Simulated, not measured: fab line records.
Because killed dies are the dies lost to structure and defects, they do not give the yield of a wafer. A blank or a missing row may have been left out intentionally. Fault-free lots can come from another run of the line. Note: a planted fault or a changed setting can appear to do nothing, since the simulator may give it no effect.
fab line records + flow sky130
record
- lots=7
- wafers=21
- last_day=50
route steps=708 shown VIA3@577 PAD_OPEN@708
lots with no fault: from the same line, run without faults
start_h: hours from the record's first day to the start of the lot's first wafer shown + wait_h: hours since the lot's step before + " the same as in the row above + L1.1+2: one row covering several wafers at once + - no value, or no start was given + * or withheld: withheld + < > ~ a bound
route shown NAME@n: a module of which the file shows steps, and the number in the route of the first + usual: average and standard deviation across the fault-free wafers + same: alike in all rows + chamber/n: place in a boat + sites: per-site readings + _std_site: their standard deviation + _edge_site: the outer-site mean with the inner-site mean subtracted + radius_mm: for every site, how far away it sits from the centre of the wafer + mask NAME#n: copy n + behind: the last tool/chamber to shape the wafer + hold: the reason the lot was held/the length of the hold in hours/how it ended + device: transistor that didn't switch, given as n, p or np + end of line: tests run on the same wafers once the route is complete + where a step has no rows: the recipe by itself + killed: dies that structure and defects cost at the first sort, which is not the same as the wafer's yield + map: a wafer's dies, x killed, . not, _ none there
set.NAME: the setting as run; set.NAME@STEP: as run at that earlier step + model.NAME: the simulator's own value behind a step, which no gauge read
lots at some steps of the route; a table a step, a row a wafer
services: when a tool's chamber went out of use (start_h, in hours from the record's first day, below 0 if earlier), for how many hours, and the reason
## steps
# step SKY_VIA3_DEHYDRATE_04
# recipe
- temp_c=200
- time_s=60
# step SKY_VIA3_HMDS_05
# recipe
- prime_time_s=60
- prime_temp_c=120
# step SKY_VIA3_COAT_06
# recipe
- resist=BARC
- temp_c=withheld
- time_s=withheld
- spin_rpm=3000
- resist_thk_nm=60
# step SKY_VIA3_COAT_07
# recipe
- resist=KrF-thick
- spin_rpm=3000
- resist_thk_nm=450
# step SKY_VIA3_SOFTBAKE_08
# recipe
- temp_c=100
- time_s=90
- resist=KrF-thick
# step SKY_VIA3_EXPOSE_09
# recipe
- mask_id=VIM3
- na=0.8
- source_shape=annular
- sigma_inner=0.55
- sigma_outer=0.85
- target_cd_nm=200
- dose_mj=38
# step SKY_VIA3_PEB_10
# recipe
- peb_temp_c=withheld
- peb_time_s=withheld
- resist=KrF-thick
# step SKY_VIA3_DEVELOP_11
# recipe
- develop_time_s=60
- resist=KrF-thick
- dev_temp_c=21
# step SKY_VIA3_CD_MEAS_12
# recipe
- target_cd_nm=200
# usual
- cd_nm=200.5/1.4
| lot.wafer | tool      | chamber | start_h | wait_h | cd_nm |
|-----------|-----------|---------|---------|--------|-------|
| L717.1    | cd_sem-01 | -       | 948.77  | -      | 202.3 |
| L717.3    | "         | -       | "       | "      | 200.8 |
| L717.6    | "         | -       | "       | "      | 201.8 |
| L721.1    | cd_sem-02 | -       | 980.32  | -      | 200.5 |
| L721.3    | "         | -       | "       | "      | 199.6 |
| L721.6    | "         | -       | "       | "      | 199.5 |
| L723.1    | cd_sem-01 | -       | 982.26  | -      | 198.0 |
| L723.5    | "         | -       | "       | "      | 198.4 |
| L723.6    | "         | -       | "       | "      | 198.2 |
| L732.3    | cd_sem-02 | -       | 1046.40 | -      | 200.1 |
| L732.4    | "         | -       | "       | "      | 199.9 |
| L732.5    | "         | -       | "       | "      | 198.9 |
| L733.2    | cd_sem-02 | -       | 1051.44 | -      | 205.0 |
| L733.3    | "         | -       | "       | "      | 203.2 |
| L733.6    | "         | -       | "       | "      | 203.6 |
| L734.2    | cd_sem-01 | -       | 1054.33 | -      | 199.5 |
| L734.4    | "         | -       | "       | "      | 198.9 |
| L734.5    | "         | -       | "       | "      | 200.4 |
| L737.1    | cd_sem-02 | -       | 1084.23 | -      | 198.7 |
| L737.2    | "         | -       | "       | "      | 199.6 |
| L737.6    | "         | -       | "       | "      | 200.3 |
# step SKY_VIA3_OVL_MEAS_13
# usual
- VIA3_OVL=-1/5
| lot.wafer | tool       | chamber | start_h | wait_h | VIA3_OVL[nm] |
|-----------|------------|---------|---------|--------|--------------|
| L717.1    | overlay-01 | -       | 948.89  | 0.1    | 1            |
| L717.3    | "          | -       | "       | "      | -1           |
| L717.6    | "          | -       | "       | "      | 2            |
| L721.1    | overlay-02 | -       | 980.44  | 0.1    | -3           |
| L721.3    | "          | -       | "       | "      | -1           |
| L721.6    | "          | -       | "       | "      | -2           |
| L723.1    | overlay-01 | -       | 982.38  | 0.1    | 3            |
| L723.5    | "          | -       | "       | "      | 10           |
| L723.6    | "          | -       | "       | "      | 1            |
| L732.3    | overlay-01 | -       | 1046.49 | 0.1    | 5            |
| L732.4    | "          | -       | "       | "      | -1           |
| L732.5    | "          | -       | "       | "      | 6            |
| L733.2    | overlay-01 | -       | 1051.55 | 0.1    | -1           |
| L733.3    | "          | -       | "       | "      | -4           |
| L733.6    | "          | -       | "       | "      | 2            |
| L734.2    | overlay-01 | -       | 1054.43 | 0.1    | -12          |
| L734.4    | "          | -       | "       | "      | -9           |
| L734.5    | "          | -       | "       | "      | -5           |
| L737.1    | overlay-02 | -       | 1084.35 | 0.1    | 3            |
| L737.2    | "          | -       | "       | "      | 6            |
| L737.6    | "          | -       | "       | "      | 1            |
# step SKY_VIA3_ETCH_14
# recipe
- chemistry=N2/H2
- target=BARC
- ion_energy_ev=200
- source_w=500
- bias_w=100
- pressure_mtorr=30
- n2_flow_sccm=100
- h2_flow_sccm=200
- stop_on=SiO2
- time_s=45.9
- target_depth_a=600
# usual
- drypump_motor_current_A=5.71/0.29
- oes_product_au=0.854/0.005
- rf_fwd_power_W=494.7/2.3
- throttle_valve_pct=13.225/0.009
| lot.wafer | tool        | chamber | start_h | wait_h | drypump_motor_current_A | oes_product_au | rf_fwd_power_W | rf_hours_counter_h | throttle_valve_pct |
|-----------|-------------|---------|---------|--------|-------------------------|----------------|----------------|--------------------|--------------------|
| L717.1    | rie_diel-03 | 0       | 948.93  | 0.0    | 5.88                    | 0.848          | 497.2          | 12                 | 13.234             |
| L717.3    | "           | 1       | "       | "      | 5.99                    | 0.853          | 492.6          | 4                  | 13.226             |
| L717.6    | "           | 3       | "       | "      | 5.62                    | 0.853          | 496.1          | -                  | 13.223             |
| L721.1    | rie_diel-03 | 0       | 980.48  | 0.0    | 5.86                    | 0.856          | 496.1          | 13                 | 13.225             |
| L721.3    | "           | 1       | "       | "      | 6.02                    | 0.861          | 490.0          | 5                  | 13.212             |
| L721.6    | "           | 1       | "       | "      | 6.00                    | 0.856          | 489.1          | -                  | 13.227             |
| L723.1    | rie_diel-01 | 0       | 982.41  | 0.0    | 6.23                    | 0.857          | 491.4          | 20                 | 13.219             |
| L723.5    | "           | 2       | "       | "      | 6.09                    | 0.850          | 496.2          | -                  | 13.241             |
| L723.6    | "           | 1       | "       | "      | 5.73                    | 0.854          | 495.2          | -                  | 13.222             |
| L732.3    | rie_diel-02 | 1       | 1046.51 | 0.0    | 5.93                    | 0.862          | 498.2          | 16                 | 13.227             |
| L732.4    | "           | 2       | "       | "      | 5.48                    | 0.854          | 497.0          | 15                 | 13.220             |
| L732.5    | "           | 1       | "       | "      | 5.93                    | 0.860          | 494.8          | -                  | 13.234             |
| L733.2    | rie_diel-03 | 2       | 1051.58 | 0.0    | 5.41                    | 0.858          | 494.9          | 25                 | 13.234             |
| L733.3    | "           | 3       | "       | "      | 5.59                    | 0.861          | 493.7          | 13                 | 13.217             |
| L733.6    | "           | 3       | "       | "      | 5.58                    | 0.844          | 494.4          | -                  | 13.208             |
| L734.2    | rie_diel-01 | 1       | 1054.46 | 0.0    | 5.71                    | 0.850          | 493.8          | 23                 | 13.222             |
| L734.4    | "           | 2       | "       | "      | 6.08                    | 0.849          | 497.5          | 25                 | 13.213             |
| L734.5    | "           | 3       | "       | "      | 5.97                    | 0.857          | 495.9          | -                  | 13.229             |
| L737.1    | rie_diel-02 | 3       | 1084.38 | 0.0    | 5.15                    | 0.862          | 494.2          | 8                  | 13.221             |
| L737.2    | "           | 1       | "       | "      | 5.94                    | 0.852          | 496.1          | 17                 | 13.217             |
| L737.6    | "           | 3       | "       | "      | 5.16                    | 0.852          | 492.5          | -                  | 13.238             |
# step SKY_VIA3_ETCH_15
# recipe
- target=SiO2
- chemistry=C4F8/O2/Ar
- target_depth_nm=507
- stop_on=TiN
- mask_material=KrF-thick
- source_w=1500
- bias_w=1218
- pressure_mtorr=40
- c4f8_flow_sccm=withheld
- O2_flow_sccm=6
- Ar_flow_sccm=300
- time_s=78
# usual
- oes_product_au=0.946/0.0051
- rf_fwd_power_W=1489/5.8
| lot.wafer | tool        | chamber | start_h | wait_h | oes_product_au | rf_fwd_power_W | rf_hours_counter_h |
|-----------|-------------|---------|---------|--------|----------------|----------------|--------------------|
| L717.1    | rie_diel-03 | 0       | 948.97  | 0.0    | 0.954          | 1491           | 12                 |
| L717.3    | "           | 1       | "       | "      | 0.946          | 1480           | 4                  |
| L717.6    | "           | 3       | "       | "      | 0.939          | 1496           | -                  |
| L721.1    | rie_diel-03 | 0       | 980.52  | 0.0    | 0.942          | 1489           | 13                 |
| L721.3    | "           | 1       | "       | "      | 0.948          | 1477           | 5                  |
| L721.6    | "           | 1       | "       | "      | 0.943          | 1477           | -                  |
| L723.1    | rie_diel-01 | 0       | 982.45  | 0.0    | 0.939          | 1492           | 20                 |
| L723.5    | "           | 2       | "       | "      | 0.943          | 1490           | -                  |
| L723.6    | "           | 1       | "       | "      | 0.940          | 1487           | -                  |
| L732.3    | rie_diel-02 | 1       | 1046.55 | 0.0    | 0.942          | 1498           | 16                 |
| L732.4    | "           | 2       | "       | "      | 0.951          | 1496           | 15                 |
| L732.5    | "           | 1       | "       | "      | 0.945          | 1491           | -                  |
| L733.2    | rie_diel-03 | 2       | 1051.62 | 0.0    | 0.947          | 1487           | 25                 |
| L733.3    | "           | 3       | "       | "      | 0.945          | 1493           | 13                 |
| L733.6    | "           | 3       | "       | "      | 0.948          | 1493           | -                  |
| L734.2    | rie_diel-01 | 1       | 1054.50 | 0.0    | 0.944          | 1485           | 23                 |
| L734.4    | "           | 2       | "       | "      | 0.952          | 1496           | 25                 |
| L734.5    | "           | 3       | "       | "      | 0.958          | 1491           | -                  |
| L737.1    | rie_diel-02 | 3       | 1084.43 | 0.0    | 0.949          | 1493           | 8                  |
| L737.2    | "           | 1       | "       | "      | 0.947          | 1491           | 17                 |
| L737.6    | "           | 3       | "       | "      | 0.954          | 1490           | -                  |
# step SKY_VIA3_STRIP_16
# recipe
- chemistry=O2/N2
- power_w=1400
- pressure_mtorr=1500
- platen_temp_c=withheld
- o2_flow_sccm=3000
- n2_flow_sccm=300
- overash_fraction=0.5
# usual
- chamber_pressure_mTorr=1500.1/1.4
- drypump_motor_current_A=5.6/0.46
- oes_product_au=0.402/0.005
- strip_time_to_endpoint_s=4.115/0.028
| lot.wafer | tool            | chamber | start_h | wait_h | chamber_pressure_mTorr | drypump_motor_current_A | oes_product_au | rf_hours_counter_h | strip_time_to_endpoint_s | model.KrF-thick_of_VIA3_COAT_07.thk_nm |
|-----------|-----------------|---------|---------|--------|------------------------|-------------------------|----------------|--------------------|--------------------------|----------------------------------------|
| L717.1    | plasma_asher-02 | 1       | 949.03  | 0.0    | 1498.8                 | 5.5                     | 0.403          | 51                 | 4.079                    | 0                                      |
| L717.3    | "               | 1       | "       | "      | 1501.3                 | 5.5                     | 0.394          | -                  | 4.060                    | 0                                      |
| L717.6    | "               | 1       | "       | "      | 1497.4                 | 5.5                     | 0.397          | -                  | 4.136                    | 0                                      |
| L721.1    | plasma_asher-02 | 0       | 980.58  | 0.0    | 1500.6                 | 6.1                     | 0.408          | 54                 | 4.077                    | 0                                      |
| L721.3    | "               | 1       | "       | "      | 1502.9                 | 5.4                     | 0.399          | -                  | 4.077                    | 0                                      |
| L721.6    | "               | 1       | "       | "      | 1501.6                 | 5.4                     | 0.400          | -                  | 4.076                    | 0                                      |
| L723.1    | plasma_asher-01 | 0       | 982.51  | 0.0    | 1500.2                 | 6.0                     | 0.402          | 112                | 4.144                    | 0                                      |
| L723.5    | "               | 0       | "       | "      | 1496.9                 | 6.0                     | 0.405          | -                  | 4.126                    | 0                                      |
| L723.6    | "               | 1       | "       | "      | 1500.9                 | 5.8                     | 0.401          | -                  | 4.139                    | 0                                      |
| L732.3    | plasma_asher-02 | 1       | 1046.65 | 0.1    | -                      | -                       | -              | -                  | -                        | 290.8                                  |
| L732.4    | "               | 0       | "       | "      | -                      | -                       | -              | -                  | -                        | 289.2                                  |
| L732.5    | "               | 1       | "       | "      | -                      | -                       | -              | -                  | -                        | 289.9                                  |
| L733.2    | plasma_asher-03 | 1       | 1051.68 | 0.0    | -                      | -                       | -              | -                  | -                        | 287.8                                  |
| L733.3    | "               | 1       | "       | "      | -                      | -                       | -              | -                  | -                        | 290.2                                  |
| L733.6    | "               | 1       | "       | "      | -                      | -                       | -              | -                  | -                        | 291                                    |
| L734.2    | plasma_asher-02 | 1       | 1054.56 | 0.0    | -                      | -                       | -              | -                  | -                        | 292.7                                  |
| L734.4    | "               | 1       | "       | "      | -                      | -                       | -              | -                  | -                        | 290.6                                  |
| L734.5    | "               | 1       | "       | "      | -                      | -                       | -              | -                  | -                        | 286                                    |
| L737.1    | plasma_asher-01 | 1       | 1084.49 | 0.0    | 1498.6                 | 5.7                     | 0.406          | 2                  | 4.118                    | 0                                      |
| L737.2    | "               | 0       | "       | "      | 1502.4                 | 6.0                     | 0.396          | 2                  | 4.153                    | 0                                      |
| L737.6    | "               | 0       | "       | "      | 1501.4                 | 6.0                     | 0.401          | -                  | 4.107                    | 0                                      |
# step SKY_VIA3_STRIP_17
# recipe
- chemistry=post_etch_residue_remover
- time_s=1200
- temp_c=72.5
# step SKY_PAD_OPEN_PROBE_99
# usual
- defect_limited_yield=82.6/2
- killed_at_M0_to_M3=43/7.1
- killed_at_M4_up=3.0/1.9
- killed_at_contacts=24/5
- killed_at_front_end=15/4.3
- killed_at_other=0.3/0.5
- killed_dies=85/9.6
- killed_on_rim=17/4.3
- killed_open=46/7.1
- killed_short=39/6.8
- sort_bin_3_pad_short=0.9/0.42
- sort_bin_5_function=10.2/1.4
- sort_bin_6_memory=6.3/1.2
- sort_n_pass=407/9.6
- sort_yield_pct=82.6/2
# same
- gross_dies=492
- killed_at_back_side=0
- sort_bin_4_leakage[%]=0
- sort_bin_8_speed[%]=0
| lot.wafer | tool      | chamber | start_h | wait_h | defect_limited_yield[%] | killed_at_M0_to_M3 | killed_at_M4_up | killed_at_contacts | killed_at_front_end | killed_at_other | killed_dies | killed_on_rim | killed_open | killed_short | sort_bin_3_pad_short[%] | sort_bin_5_function[%] | sort_bin_6_memory[%] | sort_n_pass | sort_yield_pct[%] |
|-----------|-----------|---------|---------|--------|-------------------------|--------------------|-----------------|--------------------|---------------------|-----------------|-------------|---------------|-------------|--------------|-------------------------|------------------------|----------------------|-------------|-------------------|
| L717.1    | prober-02 | -       | 1094.67 | 0.1    | 83.1                    | 41                 | 4               | 22                 | 16                  | 0               | 83          | 17            | 48          | 35           | 0.4                     | 11.0                   | 5.5                  | 409         | 83.1              |
| L717.3    | prober-02 | -       | 1094.77 | 0.2    | 83.7                    | 40                 | 4               | 21                 | 14                  | 1               | 80          | 16            | 41          | 39           | 1.0                     | 6.5                    | 8.7                  | 412         | 83.7              |
| L717.6    | prober-02 | -       | 1094.92 | 0.2    | 85.0                    | 39                 | 2               | 20                 | 13                  | 0               | 74          | 8             | 41          | 33           | 0.8                     | 10.0                   | 4.3                  | 418         | 85.0              |
| L721.1    | prober-01 | -       | 1119.32 | 0.1    | 82.9                    | 35                 | 2               | 29                 | 17                  | 1               | 84          | 15            | 52          | 32           | 1.6                     | 11.2                   | 4.3                  | 408         | 82.9              |
| L721.3    | prober-01 | -       | 1119.42 | 0.2    | 85.2                    | 28                 | 4               | 20                 | 20                  | 1               | 73          | 10            | 42          | 31           | 0.6                     | 7.7                    | 6.5                  | 419         | 85.2              |
| L721.6    | prober-01 | -       | 1119.57 | 0.2    | 81.7                    | 48                 | 2               | 26                 | 13                  | 1               | 90          | 17            | 41          | 49           | 1.2                     | 10.0                   | 7.1                  | 402         | 81.7              |
| L723.1    | prober-01 | -       | 1120.82 | 0.1    | 81.5                    | 53                 | 3               | 17                 | 18                  | 0               | 91          | 17            | 37          | 54           | 0.4                     | 11.4                   | 6.7                  | 401         | 81.5              |
| L723.5    | prober-01 | -       | 1121.02 | 0.2    | 80.7                    | 52                 | 0               | 14                 | 29                  | 0               | 95          | 21            | 59          | 36           | 0.6                     | 13.0                   | 5.7                  | 397         | 80.7              |
| L723.6    | prober-01 | -       | 1121.07 | 0.2    | 80.7                    | 49                 | 2               | 21                 | 23                  | 0               | 95          | 26            | 51          | 44           | 1.6                     | 9.6                    | 8.1                  | 397         | 80.7              |
| L732.3    | prober-02 | -       | 1172.20 | 0.2    | 0                       | 437                | 5               | 30                 | 19                  | 1               | 492         | 96            | 45          | 41           | 0                       | 92.5                   | 7.5                  | 0           | 0                 |
| L732.4    | prober-02 | -       | 1172.25 | 0.2    | 0                       | 445                | 2               | 28                 | 17                  | 0               | 492         | 96            | 48          | 44           | 1.6                     | 92.1                   | 6.3                  | 0           | 0                 |
| L732.5    | prober-02 | -       | 1172.30 | 0.2    | 0                       | 447                | 5               | 30                 | 10                  | 0               | 492         | 96            | 48          | 40           | 1.2                     | 92.1                   | 6.7                  | 0           | 0                 |
| L733.2    | prober-02 | -       | 1173.90 | 0.1    | 0                       | 452                | 4               | 20                 | 15                  | 1               | 492         | 96            | 37          | 46           | 1.2                     | 92.7                   | 6.1                  | 0           | 0                 |
| L733.3    | prober-02 | -       | 1173.95 | 0.2    | 0                       | 449                | 4               | 26                 | 13                  | 0               | 492         | 96            | 44          | 50           | 1.4                     | 91.7                   | 6.9                  | 0           | 0                 |
| L733.6    | prober-02 | -       | 1174.10 | 0.2    | 0                       | 442                | 5               | 31                 | 14                  | 0               | 492         | 96            | 51          | 41           | 1.2                     | 91.1                   | 7.7                  | 0           | 0                 |
| L734.2    | prober-01 | -       | 1177.29 | 0.1    | 0                       | 439                | 3               | 29                 | 21                  | 0               | 492         | 96            | 51          | 44           | 0.4                     | 92.1                   | 7.5                  | 0           | 0                 |
| L734.4    | prober-01 | -       | 1177.39 | 0.2    | 0                       | 442                | 2               | 23                 | 25                  | 0               | 492         | 96            | 51          | 38           | 0.8                     | 93.5                   | 5.7                  | 0           | 0                 |
| L734.5    | prober-01 | -       | 1177.44 | 0.2    | 0                       | 449                | 2               | 24                 | 17                  | 0               | 492         | 96            | 42          | 44           | 0.6                     | 91.3                   | 8.1                  | 0           | 0                 |
# killed by level:class
L717.1 LI_CONTACT:geometric_particle:open=9 VIA1:geometric_particle:open=8 CONTACT:geometric_particle:open=8 VIA2:geometric_particle:open=7 VIA1:geometric_particle:short=5 FIELD_ISO:geometric_particle:short=4 POLY_GATE:geometric_particle:open=4 LOCAL_INTERCONNECT:geometric_particle:short=4
L717.3 VIA1:geometric_particle:open=16 CONTACT:geometric_particle:open=7 LOCAL_INTERCONNECT:geometric_particle:short=5 FIELD_ISO:geometric_particle:short=4 LI_CONTACT:geometric_particle:short=4 METAL4:geometric_particle:short=4 VIA3:geometric_particle:open=4 METAL2:geometric_particle:short=4
L717.6 LI_CONTACT:geometric_particle:open=10 METAL1:geometric_particle:short=8 VIA3:geometric_particle:open=7 FIELD_ISO:geometric_particle:open=5 CONTACT:geometric_particle:open=5 FIELD_ISO:geometric_particle:short=4 VIA1:geometric_particle:short=4 METAL2:geometric_particle:short=4
L721.1 LI_CONTACT:geometric_particle:open=11 VIA1:geometric_particle:open=10 CONTACT:geometric_particle:open=10 VIA2:geometric_particle:open=9 POLY_GATE:geometric_particle:short=5 VIA3:geometric_particle:open=5 LOCAL_INTERCONNECT:geometric_particle:short=4 FIELD_ISO:geometric_particle:short=3
L721.3 LI_CONTACT:geometric_particle:open=8 VIA1:geometric_particle:open=8 FIELD_ISO:geometric_particle:short=5 CONTACT:geometric_particle:open=5 POLY_GATE:geometric_particle:open=5 POLY_GATE:geometric_particle:short=5 VIA2:geometric_particle:open=5 FIELD_ISO:geometric_particle:open=4
L721.6 VIA1:geometric_particle:open=16 CONTACT:geometric_particle:short=9 METAL1:geometric_particle:short=7 POLY_GATE:geometric_particle:short=6 VIA2:geometric_particle:open=6 LI_CONTACT:geometric_particle:open=5 LOCAL_INTERCONNECT:geometric_particle:short=5 METAL2:geometric_particle:short=5
L723.1 VIA1:geometric_particle:open=11 VIA1:geometric_particle:short=9 FIELD_ISO:geometric_particle:short=6 METAL2:geometric_particle:short=6 POLY_GATE:geometric_particle:short=5 LOCAL_INTERCONNECT:geometric_particle:short=5 VIA2:geometric_particle:open=5 VIA3:geometric_particle:short=5
L723.5 VIA1:geometric_particle:open=12 FIELD_ISO:geometric_particle:open=10 VIA2:geometric_particle:open=7 POLY_GATE:geometric_particle:open=7 METAL2:geometric_particle:short=7 VIA3:geometric_particle:open=7 CONTACT:geometric_particle:open=6 METAL1:geometric_particle:short=6
L723.6 VIA1:geometric_particle:open=13 CONTACT:geometric_particle:open=10 FIELD_ISO:geometric_particle:short=8 METAL1:geometric_particle:short=7 FIELD_ISO:geometric_particle:open=6 VIA1:geometric_particle:short=6 METAL2:geometric_particle:short=6 LI_CONTACT:geometric_particle:open=4
L732.3 VIA3:area_sputter=406 CONTACT:geometric_particle:open=12 METAL2:geometric_particle:short=8 FIELD_ISO:geometric_particle:short=7 LI_CONTACT:geometric_particle:open=6 VIA3:geometric_particle:open=6 FIELD_ISO:geometric_particle:open=5 CONTACT:geometric_particle:short=5
L732.4 VIA3:area_sputter=400 CONTACT:geometric_particle:open=10 CONTACT:geometric_particle:short=7 POLY_GATE:geometric_particle:open=7 VIA1:geometric_particle:open=7 LOCAL_INTERCONNECT:geometric_particle:short=6 VIA2:geometric_particle:open=6 METAL2:geometric_particle:short=5
L732.5 VIA3:area_sputter=404 CONTACT:geometric_particle:open=14 LI_CONTACT:geometric_particle:open=8 VIA1:geometric_particle:open=7 METAL2:geometric_particle:short=7 METAL4:geometric_particle:short=5 METAL1:geometric_particle:short=5 VIA2:geometric_particle:open=5
L733.2 VIA3:area_sputter=409 CONTACT:geometric_particle:open=10 METAL2:geometric_particle:short=7 VIA1:geometric_particle:short=6 VIA3:geometric_particle:short=5 METAL1:geometric_particle:short=5 VIA3:geometric_particle:open=5 VIA1:geometric_particle:open=4
L733.3 VIA3:area_sputter=398 VIA3:geometric_particle:open=10 LOCAL_INTERCONNECT:geometric_particle:short=7 VIA1:geometric_particle:open=7 CONTACT:geometric_particle:open=6 VIA1:geometric_particle:short=6 METAL2:geometric_particle:short=5 VIA2:geometric_particle:open=5
L733.6 VIA3:area_sputter=400 LI_CONTACT:geometric_particle:open=12 VIA1:geometric_particle:open=11 CONTACT:geometric_particle:open=8 VIA1:geometric_particle:short=8 VIA3:geometric_particle:open=7 CONTACT:geometric_particle:short=5 FIELD_ISO:geometric_particle:short=4
L734.2 VIA3:area_sputter=397 CONTACT:geometric_particle:short=12 VIA1:geometric_particle:open=11 CONTACT:geometric_particle:open=9 VIA2:geometric_particle:open=8 POLY_GATE:geometric_particle:open=6 POLY_GATE:geometric_particle:short=6 METAL1:geometric_particle:short=5
L734.4 VIA3:area_sputter=403 POLY_GATE:geometric_particle:open=9 POLY_GATE:geometric_particle:short=9 CONTACT:geometric_particle:open=9 LI_CONTACT:geometric_particle:open=7 VIA1:geometric_particle:short=6 VIA1:geometric_particle:open=6 VIA2:geometric_particle:open=6
L734.5 VIA3:area_sputter=406 VIA1:geometric_particle:open=9 CONTACT:geometric_particle:open=9 METAL1:geometric_particle:short=7 CONTACT:geometric_particle:short=7 LI_CONTACT:geometric_particle:open=6 METAL2:geometric_particle:short=6 VIA1:geometric_particle:short=5
# map L732.3 (x killed, . not)
__________xxxxxxxxxx_________
________xxxxxxxxxxxxxx_______
______xxxxxxxxxxxxxxxxxx_____
_____xxxxxxxxxxxxxxxxxxxx____
____xxxxxxxxxxxxxxxxxxxxxx___
___xxxxxxxxxxxxxxxxxxxxxxxx__
__xxxxxxxxxxxxxxxxxxxxxxxxxx_
_xxxxxxxxxxxxxxxxxxxxxxxxxxxx
_xxxxxxxxxxxxxxxxxxxxxxxxxxxx
_xxxxxxxxxxxxxxxxxxxxxxxxxxxx
_xxxxxxxxxxxxxxxxxxxxxxxxxxxx
_xxxxxxxxxxxxxxxxxxxxxxxxxxxx
_xxxxxxxxxxxxxxxxxxxxxxxxxxxx
_xxxxxxxxxxxxxxxxxxxxxxxxxxxx
_xxxxxxxxxxxxxxxxxxxxxxxxxxxx
__xxxxxxxxxxxxxxxxxxxxxxxxxx_
___xxxxxxxxxxxxxxxxxxxxxxxx__
____xxxxxxxxxxxxxxxxxxxxxx___
_____xxxxxxxxxxxxxxxxxxxx____
______xxxxxxxxxxxxxxxxxx_____
________xxxxxxxxxxxxxx_______
__________xxxxxxxxxx_________
# map L733.2 (x killed, . not)
__________xxxxxxxxxx_________
________xxxxxxxxxxxxxx_______
______xxxxxxxxxxxxxxxxxx_____
_____xxxxxxxxxxxxxxxxxxxx____
____xxxxxxxxxxxxxxxxxxxxxx___
___xxxxxxxxxxxxxxxxxxxxxxxx__
__xxxxxxxxxxxxxxxxxxxxxxxxxx_
_xxxxxxxxxxxxxxxxxxxxxxxxxxxx
_xxxxxxxxxxxxxxxxxxxxxxxxxxxx
_xxxxxxxxxxxxxxxxxxxxxxxxxxxx
_xxxxxxxxxxxxxxxxxxxxxxxxxxxx
_xxxxxxxxxxxxxxxxxxxxxxxxxxxx
_xxxxxxxxxxxxxxxxxxxxxxxxxxxx
_xxxxxxxxxxxxxxxxxxxxxxxxxxxx
_xxxxxxxxxxxxxxxxxxxxxxxxxxxx
__xxxxxxxxxxxxxxxxxxxxxxxxxx_
___xxxxxxxxxxxxxxxxxxxxxxxx__
____xxxxxxxxxxxxxxxxxxxxxx___
_____xxxxxxxxxxxxxxxxxxxx____
______xxxxxxxxxxxxxxxxxx_____
________xxxxxxxxxxxxxx_______
__________xxxxxxxxxx_________
## services
| tool            | chamber | start_h | hours | kind       |
|-----------------|---------|---------|-------|------------|
| rie_diel-02     | 0       | 928.76  | 4.7   | repair     |
| rie_diel-01     | 2       | 953.87  | 2.1   | repair     |
| rie_diel-03     | 0       | 956.65  | 2.4   | repair     |
| plasma_asher-02 | -       | 963.70  | 3.3   | repair     |
| rie_diel-02     | 2       | 967.40  | 1.6   | repair     |
| rie_diel-01     | 2       | 992.17  | 2.5   | repair     |
| rie_diel-01     | -       | 1014.83 | 4.3   | pm         |
| rie_diel-02     | -       | 1035.33 | 1.6   | repair     |
| plasma_asher-01 | -       | 1055.25 | 9.0   | pm         |
| plasma_asher-01 | 0       | 1055.25 | 9.0   | vent_cycle |
| plasma_asher-01 | 1       | 1055.25 | 9.0   | vent_cycle |
| rie_diel-03     | 3       | 1056.95 | 7.9   | repair     |
| plasma_asher-01 | 0       | 1064.25 | -     | clean      |
| plasma_asher-01 | 1       | 1064.25 | -     | clean      |
| rie_diel-02     | -       | 1072.22 | 6.1   | repair     |
| rie_diel-01     | 2       | 1074.59 | 98.9  | repair     |
| rie_diel-03     | 3       | 1082.09 | 18.3  | repair     |
## key
first_sign
- step=SKY_VIA3_STRIP_16
- reading=tool_record
- direction=missing
effect
- step=SKY_PAD_OPEN_PROBE_99
- reading=sort_bin_5_function
- direction=up
- sigmas=60
- usual=10.2
- struck=92.1
model_effect
- step=SKY_VIA3_STRIP_16
- value=KrF-thick_of_VIA3_COAT_07.thk_nm
- without=0
- struck=289.8
more_kills_born_at
- SKY_VIA3_SPUTTER_20@pvd_sputter-02=1210
- SKY_VIA3_SPUTTER_20@pvd_sputter-04=1207
- SKY_VIA3_SPUTTER_20@pvd_sputter-01=1206
met_at SKY_VIA3_STRIP_16
struck_wafers L732.3,L732.4,L732.5,L733.2,L733.3,L733.6,L734.2,L734.4,L734.5
later_rows_left_out L732.3,L732.4,L732.5,L733.2,L733.3,L733.6,L734.2,L734.4,L734.5
onset_between 980.58 1046.65
fault
- kind=skipped_step_whole
- tool=plasma_asher-02,plasma_asher-03
- chamber=-
- onset_h=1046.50
- steps=SKY_VIA3_STRIP_16
- scope=struck_lots_only
# later_rows_left_out: the simulator's readings of these wafers behind a module that went badly wrong aren't trusted and aren't shown, but for the sort
